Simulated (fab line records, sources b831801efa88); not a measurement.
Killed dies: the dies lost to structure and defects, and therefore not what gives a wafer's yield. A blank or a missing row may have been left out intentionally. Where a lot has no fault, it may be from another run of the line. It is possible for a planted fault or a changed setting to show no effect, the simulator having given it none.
Which tool is to blame? + flow sky130 + 30 wafers from 10 lots sampled at 7 of the route's 708 steps

== WHAT EACH GAUGE READ, for each wafer ==
SKY_LDD_P_OVL_MEAS_08. Usual: LDD_P_OVL gives 1.1 nm (standard deviation 1.2).
| lot  | measured     | on         | LDD_P_OVL (nm) | flag |
|------|--------------|------------|----------------|------|
| L468 | day 18 21:46 | overlay-02 | 0.4 1.9 2.1    |      |
| L469 | day 18 22:39 | overlay-01 | 2.0 1.2 1.6    |      |
| L471 | day 20 10:10 | overlay-02 | -0.4 1.7 -0.3  |      |
| L473 | day 21 05:58 | overlay-01 | 2.7 1.1 1.7    |      |
| L474 | day 21 15:58 | overlay-02 | 0.1 0.7 0.2    |      |
| L475 | day 22 01:16 | overlay-01 | 1.7 1.3 -0.2   |      |
| L476 | day 22 02:54 | overlay-02 | 0.2 0.6 -0.9   |      |
| L486 | day 26 01:52 | overlay-01 | 1.5 1.8 1.3    |      |
| L487 | day 26 03:43 | overlay-01 | 3.0 1.1 1.7    |      |
| L490 | day 26 21:09 | overlay-01 | 2.6 1.6 2.9    |      |

SKY_RES_XHIGH_TW_MEAS_09. Usual: RES_XHIGH_TW gives 1656 (standard deviation 33).
| lot  | measured     | on            | RES_XHIGH_TW   | flag |
|------|--------------|---------------|----------------|------|
| L468 | day 26 11:25 | film_metro-04 | 1607 1598 1603 |      |
| L469 | day 26 16:01 | film_metro-02 | 1637 1630 1635 |      |
| L471 | day 28 01:02 | film_metro-01 | 1684 1676 1692 |      |
| L473 | day 28 18:43 | film_metro-01 | 2060 2070 2063 | OFF  |
| L474 | day 29 04:40 | film_metro-01 | 1693 1698 1699 |      |
| L475 | day 29 12:50 | film_metro-01 | 2087 2073 2077 | OFF  |
| L476 | day 29 13:04 | film_metro-01 | 2072 2078 2076 | OFF  |
| L486 | day 33 04:28 | film_metro-04 | 1603 1609 1608 |      |
| L487 | day 33 08:08 | film_metro-04 | 1609 1611 1619 |      |
| L490 | day 34 00:42 | film_metro-02 | 1642 1636 1632 |      |

SKY_SD_N_RS_MEAS_18: measurement is done with a four-point probe. Usual: RES_XHIGH_RS gives 333.4 ohm/sq (standard deviation 1.1).
| lot  | measured     | on            | RES_XHIGH_RS (ohm/sq) | flag |
|------|--------------|---------------|-----------------------|------|
| L468 | day 27 18:10 | film_metro-04 | 331.3 332.9 332.0     |      |
| L469 | day 27 21:32 | film_metro-01 | 335.6 334.7 334.0     |      |
| L471 | day 29 06:57 | film_metro-01 | 332.1 333.2 332.4     |      |
| L473 | day 29 23:19 | film_metro-04 | 204.9 204.1 204.1     | OFF  |
| L474 | day 30 09:01 | film_metro-04 | 332.4 333.4 332.4     |      |
| L475 | day 30 17:26 | film_metro-04 | 204.2 204.5 204.0     | OFF  |
| L476 | day 30 17:52 | film_metro-01 | 204.6 203.8 203.9     | OFF  |
| L486 | day 34 07:30 | film_metro-02 | 332.6 334.4 335.6     |      |
| L487 | day 34 12:16 | film_metro-04 | 332.7 331.7 331.0     |      |
| L490 | day 35 04:19 | film_metro-04 | 333.2 333.4 332.5     |      |

== EACH LOT AND THE TOOL THAT RAN IT (in order: tool; ch and the chambers of the sampled wafers; start) ==
| lot  | SKY_POLY_CUT_STRIP_12                | SKY_SD_P_STRIP_10                    | SKY_RES_XHIGH_IMPLANT_07        | SKY_RES_XHIGH_STRIP_08               |
|------|--------------------------------------|--------------------------------------|---------------------------------|--------------------------------------|
| L468 | plasma_asher-02 ch 0,1, day 24 01:28 | plasma_asher-04 ch 0,1, day 25 06:41 | implanter-02 ch 0, day 26 11:10 | plasma_asher-03 ch 0,1, day 26 11:19 |
| L469 | plasma_asher-01 ch 0, day 24 04:56   | plasma_asher-02 ch 1, day 25 10:11   | implanter-01 ch 0, day 26 15:46 | plasma_asher-04 ch 0,1, day 26 15:55 |
| L471 | plasma_asher-01 ch 0,1, day 25 13:56 | plasma_asher-02 ch 0,1, day 26 19:41 | implanter-01 ch 0, day 28 00:47 | plasma_asher-03 ch 0,1, day 28 00:56 |
| L473 | plasma_asher-01 ch 0,1, day 26 07:58 | plasma_asher-02 ch 0,1, day 27 12:44 | implanter-04 ch 0, day 28 18:10 | plasma_asher-04 ch 0,1, day 28 18:37 |
| L474 | plasma_asher-03 ch 0,1, day 26 18:00 | plasma_asher-04 ch 0,1, day 27 23:31 | implanter-04 ch 0, day 29 04:25 | plasma_asher-03 ch 0, day 29 04:34   |
| L475 | plasma_asher-03 ch 0,1, day 27 02:12 | plasma_asher-02 ch 0,1, day 28 07:37 | implanter-01 ch 0, day 29 12:15 | plasma_asher-04 ch 0,1, day 29 12:42 |
| L476 | plasma_asher-02 ch 0, day 27 03:22   | plasma_asher-01 ch 0, day 28 08:31   | implanter-02 ch 0, day 29 12:30 | plasma_asher-03 ch 0, day 29 12:58   |
| L486 | plasma_asher-03 ch 0,1, day 30 22:20 | plasma_asher-01 ch 0,1, day 32 01:14 | implanter-02 ch 0, day 33 04:14 | plasma_asher-03 ch 0,1, day 33 04:22 |
| L487 | plasma_asher-03 ch 0,1, day 31 01:20 | plasma_asher-02 ch 0,1, day 32 05:28 | implanter-04 ch 0, day 33 07:55 | plasma_asher-03 ch 0,1, day 33 08:02 |
| L490 | plasma_asher-02 ch 0,1, day 31 17:56 | plasma_asher-02 ch 0,1, day 32 21:53 | implanter-04 ch 0, day 34 00:27 | plasma_asher-03 ch 0,1, day 34 00:36 |
- SKY_POLY_CUT_STRIP_12: strips in O2/N2.
- SKY_SD_P_STRIP_10: strips in O2/N2.
- SKY_RES_XHIGH_IMPLANT_07
- SKY_RES_XHIGH_STRIP_08: strips in O2/N2.

== WHAT THE TOOLS THEMSELVES READ (means of the sampled wafers that have a number; where no wafer has one, the mark that the record gives instead) ==
SKY_POLY_CUT_STRIP_12. Usual: drypump_motor_current_A 5.7 A, standard deviation 0.42; oes_product_au 0.453 a.u., standard deviation 0.0048; strip_time_to_endpoint_s 5.357 s, standard deviation 0.019.
| lot  | tool            | drypump_motor_current_A (A) | oes_product_au (a.u.) | strip_time_to_endpoint_s (s) | flag |
|------|-----------------|-----------------------------|-----------------------|------------------------------|------|
| L468 | plasma_asher-02 | 5.5                         | 0.452                 | 5.344                        |      |
| L469 | plasma_asher-01 | 5.8                         | 0.451                 | 5.359                        |      |
| L471 | plasma_asher-01 | 5.6                         | 0.453                 | 5.345                        |      |
| L473 | plasma_asher-01 | 5.7                         | 0.449                 | 5.342                        |      |
| L474 | plasma_asher-03 | 6.0                         | 0.456                 | 5.382                        |      |
| L475 | plasma_asher-03 | 6.0                         | 0.453                 | 5.334                        |      |
| L476 | plasma_asher-02 | 5.7                         | 0.452                 | 5.367                        |      |
| L486 | plasma_asher-03 | 5.5                         | 0.453                 | 5.371                        |      |
| L487 | plasma_asher-03 | 6.0                         | 0.458                 | 5.365                        |      |
| L490 | plasma_asher-02 | 5.6                         | 0.449                 | 5.353                        |      |

SKY_SD_P_STRIP_10. Usual: drypump_motor_current_A 5.54 A, standard deviation 0.23; oes_product_au 0.617 a.u., standard deviation 0.0047; strip_time_to_endpoint_s 17.48 s, standard deviation 0.037.
| lot  | tool            | drypump_motor_current_A (A) | oes_product_au (a.u.) | strip_time_to_endpoint_s (s) | flag |
|------|-----------------|-----------------------------|-----------------------|------------------------------|------|
| L468 | plasma_asher-04 | 5.54                        | 0.622                 | 17.49                        |      |
| L469 | plasma_asher-02 | 5.46                        | 0.617                 | 17.47                        |      |
| L471 | plasma_asher-02 | 5.62                        | 0.621                 | 17.46                        |      |
| L473 | plasma_asher-02 | 5.54                        | 0.624                 | 17.48                        |      |
| L474 | plasma_asher-04 | 5.52                        | 0.620                 | 17.47                        |      |
| L475 | plasma_asher-02 | 5.55                        | 0.618                 | 17.47                        |      |
| L476 | plasma_asher-01 | 5.83                        | 0.616                 | 17.46                        |      |
| L486 | plasma_asher-01 | 5.62                        | 0.620                 | 17.45                        |      |
| L487 | plasma_asher-02 | 5.62                        | 0.616                 | 17.48                        |      |
| L490 | plasma_asher-02 | 5.55                        | 0.611                 | 17.43                        |      |

SKY_RES_XHIGH_IMPLANT_07. Usual: beam_energy_keV 20.000, standard deviation 0.0061; dose_ions_cm2 3.6e+14, standard deviation 4e+11.
| lot  | tool         | beam_energy_keV | dose_ions_cm2 | flag |
|------|--------------|-----------------|---------------|------|
| L468 | implanter-02 | 20.010          | 3.6e+14       |      |
| L469 | implanter-01 | 20.001          | 3.6e+14       |      |
| L471 | implanter-01 | 20.009          | 3.6e+14       |      |
| L473 | implanter-04 | 19.999          | 3.6e+14       |      |
| L474 | implanter-04 | 20.006          | 3.6e+14       |      |
| L475 | implanter-01 | 20.003          | 3.6e+14       |      |
| L476 | implanter-02 | 20.002          | 3.6e+14       |      |
| L486 | implanter-02 | 20.007          | 3.6e+14       |      |
| L487 | implanter-04 | 19.999          | 3.6e+14       |      |
| L490 | implanter-04 | 20.002          | 3.6e+14       |      |

SKY_RES_XHIGH_STRIP_08. Usual: drypump_motor_current_A 5.6 A, standard deviation 0.52; oes_product_au 0.712 a.u., standard deviation 0.0043; strip_time_to_endpoint_s 14.26 s, standard deviation 0.036.
| lot  | tool            | drypump_motor_current_A (A) | oes_product_au (a.u.) | strip_time_to_endpoint_s (s) | flag |
|------|-----------------|-----------------------------|-----------------------|------------------------------|------|
| L468 | plasma_asher-03 | 5.5                         | 0.712                 | 14.22                        |      |
| L469 | plasma_asher-04 | 5.3                         | 0.711                 | 14.25                        |      |
| L471 | plasma_asher-03 | 5.5                         | 0.713                 | 14.25                        |      |
| L473 | plasma_asher-04 | 5.3                         | 0.685                 | 15.08                        | OFF  |
| L474 | plasma_asher-03 | 6.5                         | 0.711                 | 14.24                        |      |
| L475 | plasma_asher-04 | 5.5                         | 0.683                 | 15.09                        | OFF  |
| L476 | plasma_asher-03 | 6.5                         | 0.683                 | 15.05                        | OFF  |
| L486 | plasma_asher-03 | 5.5                         | 0.716                 | 14.23                        |      |
| L487 | plasma_asher-03 | 6.0                         | 0.711                 | 14.21                        |      |
| L490 | plasma_asher-03 | 5.5                         | 0.712                 | 14.20                        |      |

== THE ANSWER, worked out from the rows above alone ==
Rule: lot off if the mean of its wafers having a number is beyond 3 standard deviations from the usual mean. A lot without any number at a reading at which 4 lots or more have one is off too. Any other lot the step has rows for is counted as sound. Order of review: gauges by route order, followed by the tools' own readings, for which a lot's mean as printed above is used. At the first step where some lot is off, the reading lying furthest off is the one used; lots without a number count as furthest.
Off: L473, L475, L476, seen at SKY_RES_XHIGH_TW_MEAS_09 (RES_XHIGH_TW).
A tool fits if, at a process step before that reading, it ran every lot that is off, and no sound lot after the first of them. Not tried: the gauges at SKY_RES_XHIGH_TW_MEAS_09; whatever is off there is also off at SKY_RES_XHIGH_STRIP_08, on other tools, and gauge error can't account for it. Of those tried, none fits.

== WHAT WAS PUT IN BY THE SIMULATOR ==
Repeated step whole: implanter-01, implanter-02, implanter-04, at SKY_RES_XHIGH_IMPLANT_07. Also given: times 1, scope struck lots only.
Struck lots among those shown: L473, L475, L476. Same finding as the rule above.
